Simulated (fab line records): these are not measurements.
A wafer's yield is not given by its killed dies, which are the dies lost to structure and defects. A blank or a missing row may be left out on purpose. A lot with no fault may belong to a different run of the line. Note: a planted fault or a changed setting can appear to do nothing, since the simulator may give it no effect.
Lot-split experiment | flow gf180mcu | 5 lots, 23 wafers read, on a route of 602 steps

## ABOUT THE SPLIT
At GF_V3_SPUTTER_22 (material TiN, target thk 10 nm, time 40 s), the setting time-s was moved away from the recipe's 40 s on 9 of the 23 wafers read, by -4.5% to +11.9%. The other wafers ran this setting at the recipe's value.

The reading is taken at the split's own step.

## THE READING
TiN_of_V3_SPUTTER_22.thk-nm (the simulator's own value, which no gauge read), in nm, at GF_V3_SPUTTER_22 (material TiN, target thk 10 nm, time 40 s). The file does not state a usual value for it. The 14 wafers here that ran the recipe average 10.024 nm, standard deviation 0.11 nm.

wafer  | tool, chamber at the split | time-s as run, s | against the recipe | TiN_of_V3_SPUTTER_22.thk-nm, nm | against lot-mates on the recipe
L075.1 | pvd-sputter-04, -          | 44.76            | +11.9%             | 11.12                           | +1.137
L075.2 | pvd-sputter-04, -          | 40               | recipe             | 9.967                           | -
L075.3 | pvd-sputter-04, -          | 44.76            | +11.9%             | 11.08                           | +1.098
L075.5 | pvd-sputter-04, -          | 44.76            | +11.9%             | 11.14                           | +1.158
L075.6 | pvd-sputter-04, -          | 40               | recipe             | 9.998                           | -
L076.1 | pvd-sputter-02, -          | 40               | recipe             | 10.1                            | -
L076.6 | pvd-sputter-02, -          | 40               | recipe             | 10.1                            | -
L076.2 | pvd-sputter-02, -          | 40               | recipe             | 10.17                           | -
L076.3 | pvd-sputter-02, -          | 40               | recipe             | 10.08                           | -
L076.5 | pvd-sputter-02, -          | 40               | recipe             | 10.11                           | -
L079.1 | pvd-sputter-03, -          | 43.93            | +9.8%              | 11.05                           | +1.088
L079.2 | pvd-sputter-03, -          | 43.93            | +9.8%              | 10.97                           | +1.008
L079.3 | pvd-sputter-03, -          | 43.93            | +9.8%              | 11                              | +1.038
L079.4 | pvd-sputter-03, -          | 40               | recipe             | 10                              | -
L079.5 | pvd-sputter-03, -          | 40               | recipe             | 9.924                           | -
L080.1 | pvd-sputter-04, -          | 40               | recipe             | 10.12                           | -
L080.2 | pvd-sputter-04, -          | 40               | recipe             | 10.1                            | -
L080.6 | pvd-sputter-04, -          | 40               | recipe             | 10.02                           | -
L085.1 | pvd-sputter-03, -          | 38.18            | -4.5%              | 9.314                           | -0.506
L085.2 | pvd-sputter-03, -          | 38.18            | -4.5%              | 9.481                           | -0.339
L085.4 | pvd-sputter-03, -          | 40               | recipe             | 9.778                           | -
L085.5 | pvd-sputter-03, -          | 38.18            | -4.5%              | 9.478                           | -0.342
L085.6 | pvd-sputter-03, -          | 40               | recipe             | 9.863                           | -

FIT RESULTS
A straight line over all 23 wafers: TiN_of_V3_SPUTTER_22.thk-nm changes by +0.1 nm for each +1% of time-s; r = +0.98; the points scatter about the line by 0.11 nm.
The same after taking each lot's own level away (the mean of its wafers on the recipe; 23 wafers): +0.0977 nm for each +1%; r = +0.99; scatter 0.057 nm.
The reading moves by 1.2 nm for the largest change in time-s, on that fit.
The span of the lots' own levels, 9.8205 to 10.1120 nm, comes to 2.7 times the standard deviation stated above.
The two slopes are in agreement: the lot-to-lot level therefore moves the slope only a little.
Check: with one of the wafers moved furthest among these (+11.9%) left out of the fit, the line predicts +1.18 nm for it against its lot-mates. It came out at +1.14 nm against them.

## FILE'S OWN FIT
TiN_of_V3_SPUTTER_22.thk-nm changes by +0.0987 nm for each +1% of time-s, r = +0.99.
